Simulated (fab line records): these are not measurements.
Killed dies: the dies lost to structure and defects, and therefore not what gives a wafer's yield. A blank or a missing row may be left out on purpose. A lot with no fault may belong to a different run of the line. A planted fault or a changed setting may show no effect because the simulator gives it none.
Problem report in the 8D (eight disciplines) form, filled by code || flow sky130 || the parts of the form that need people (team, actions taken, sign-off) are left out

1. WHAT IS WRONG
Mean of beamEnergyKeV at SKY_LDD_P_IMPLANT_09: 26.496 across 6 wafers in 2 lots; on wafers with no fault it is 25.001 (standard deviation 0.008). So: +99 or more standard deviations from the usual mean.
First seen on wafer L905.2, day 25 12:57, on implanter-01. Wafers with a number at this step in the record: 39, from 13 lots. By rule, "out" or "out of limits" means more than 4 standard deviations away from the usual mean. The rest of the wafers with a number are treated as sound.

2. WHAT THIS IS AND IS NOT
{"question": "which readings at this step", "is": "beamEnergyKeV", "is not": "doseIonsCm2"}
{"question": "which lots", "is": "L905, L906", "is not": "L889, L892, L893, L894, L895, L898, L899, L909, L910, L911, L912"}
{"question": "which wafers of those lots", "is": "all that have a number", "is not": "-"}
{"question": "read on which tools", "is": "implanter-01", "is not": "implanter-03, implanter-04"}
{"question": "when", "is": "from day 25 12:57", "is not": "up to then (21 sound wafers); but 12 sound wafers of L909, L910, L911, L912 came after"}

3. WHAT RULES OUT EACH SUSPECT
Counting: a tool at a process step up to the reading stays a suspect if it ran every lot that is out and no sound lot after the first of them.
- implanter-01 at SKY_LDD_P_IMPLANT_09: kept. It ran every lot that is out, first L905 (day 25 12:57), and no sound lot after that; its last sound lot up to then is L895 (day 21 01:53). Its own readings are out on those wafers: beamEnergyKeV.
The count leaves implanter-01 at SKY_LDD_P_IMPLANT_09.

4. THE CAUSE (what the simulator had put in)
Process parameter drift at SKY_LDD_P_IMPLANT_09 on implanter-01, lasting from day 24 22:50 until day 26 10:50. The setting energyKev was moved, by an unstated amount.
After counting, this tool was the only one left.

5. THE CHAIN OF EFFECTS, in route order
Each row: a reading where the mean over the struck wafers with a number is more than 3 standard deviations away from the usual. Scope: only readings with a usual standard deviation given in the record; hours: median across lots of the time from each lot's start at the first step in this table that gives one to its start at this step; sigmas: change in usual standard deviations.
{"hours": 0, "step": "SKY_LDD_P_IMPLANT_09", "reading": "beamEnergyKeV", "usual": 25.001, "on struck wafers": 26.496, "change": "+1.495", "sigmas": "+99 or more"}
It contains these process steps:
- SKY_LDD_P_IMPLANT_09

6. WHAT WOULD HAVE CAUGHT IT SOONER
First out-of-limits reading in this record: day 25 12:57, which is 14 hours after fault onset at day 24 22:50.
